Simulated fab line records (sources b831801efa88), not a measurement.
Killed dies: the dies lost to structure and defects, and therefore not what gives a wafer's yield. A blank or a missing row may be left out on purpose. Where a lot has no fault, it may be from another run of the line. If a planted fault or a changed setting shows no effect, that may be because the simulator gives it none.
Code-filled problem report in 8D (eight disciplines) form + flow sky130 + the parts of the form that need people (team, actions taken, sign-off) are left out

== 1. WHAT WENT WRONG ==
Mean POLY_GATE_CVD_03_THK at SKY_POLY_GATE_THK_MEAS_04: 110.1 nm over 6 wafers in 2 lots; fault-free wafers: 75.2 nm, standard deviation 0.6. That puts it +58 standard deviations away from the usual mean.
First seen on wafer L495.1, day 20 17:09, on film metro-01. The record holds 30 wafers of 10 lots with a number at this step. The rule behind "out" and "out of limits": a value lying over 4 standard deviations away from the usual mean. All remaining wafers that have a number are taken as sound.

== 2. WHAT THIS IS AND IS NOT ==
| question                    | is                     | is not                                         |
|-----------------------------|------------------------|------------------------------------------------|
| which readings at this step | POLY_GATE_CVD_03_THK   | -                                              |
| which lots                  | L495, L496             | L481, L482, L483, L485, L487, L488, L489, L491 |
| which wafers of those lots  | all that have a number | -                                              |
| read on which gauges        | film metro-01          | film metro-02, film metro-03                   |
| when                        | from day 20 17:09      | up to then (24 sound wafers)                   |

== 3. THE SUSPECTS, EACH WITH WHAT RULES IT OUT ==
Counting: a tool at a process step up to the reading stays a suspect if it ran every lot that is out and no sound lot after the first of them.
- ruled out: the gauge at SKY_POLY_GATE_THK_MEAS_04. All the wafers that are out were read on film metro-01, but those of them that SKY_POLY_GATE_ETCH_16 has rows for are out there too, on other tools.
- plasma asher-04 at SKY_VT_ADJUST_HVTR_STRIP_10 (strips in O2/N2): kept. All lots that are out passed through it, beginning with L495 at day 14 03:49, and no sound lot followed; its final sound lot before that point was L483 at day 10 12:09.
- lpcvd-02 at SKY_POLY_GATE_CVD_03 (deposits Si3N4 from DCS/NH3, target thk 75 nm, time 1290 s): kept. All lots that are out passed through it, beginning with L495 at day 20 15:47, and no sound lot followed; its final sound lot before that point was L491 at day 19 06:27.
Left after counting: plasma asher-04 at SKY_VT_ADJUST_HVTR_STRIP_10, lpcvd-02 at SKY_POLY_GATE_CVD_03.

== 4. THE CAUSE (what the simulator had put in) ==
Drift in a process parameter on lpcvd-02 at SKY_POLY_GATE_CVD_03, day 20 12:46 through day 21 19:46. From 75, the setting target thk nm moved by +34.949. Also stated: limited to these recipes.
After counting, 2 suspects remain, this tool included.

== 5. THE CHAIN OF EFFECTS, in route order ==
Rows list readings where the struck wafers' mean (over those with a number) sits beyond 3 standard deviations from the usual. Scope: only readings with a usual standard deviation given in the record; hours: median across lots of the time from each lot's start at the first step in this table that gives one to its start at this step; sigmas: change in usual standard deviations.
| hours | step                      | reading              | usual      | on struck wafers | change | sigmas |
|-------|---------------------------|----------------------|------------|------------------|--------|--------|
| 0     | SKY_POLY_GATE_THK_MEAS_04 | POLY_GATE_CVD_03_THK | 75.2 nm    | 110.1            | +34.9  | +58    |
| 31    | SKY_POLY_GATE_ETCH_16     | oes product au       | 0.641 a.u. | 0.763            | +0.122 | +24    |
| 215   | SKY_POLY_CUT_ETCH_11      | oes product au       | 0.830 a.u. | 0.997            | +0.167 | +30    |
| 692   | SKY_PAD_OPEN_PROBE_99     | killed at front end  | 16         | 418              | +402   | +94    |
| 692   | SKY_PAD_OPEN_PROBE_99     | killed dies          | 84         | 490              | +406   | +44    |
| 692   | SKY_PAD_OPEN_PROBE_99     | killed on rim        | 16         | 96               | +80    | +19    |
Here are the process steps it includes:
- SKY_POLY_GATE_ETCH_16: etches Si3N4 in CH3F/O2, stops on poly-Si, time 147.5 s, target depth 75 nm.
- SKY_POLY_CUT_ETCH_11: etches Si3N4 in CF4/CH2F2/Ar, stops on poly-Si, time 42.5 s, target depth 60 nm.
- SKY_PAD_OPEN_PROBE_99

== 6. WHAT WOULD HAVE CAUGHT IT SOONER ==
4 hours passed between the start of the fault at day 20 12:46 and the first reading out of limits at a measuring or inspecting step in this record, taken at day 20 17:09.
Lots out: 2; of these, L496 started SKY_POLY_GATE_CVD_03 on lpcvd-02 after day 20 17:09. A tool hold placed at that time would have kept it from harm.
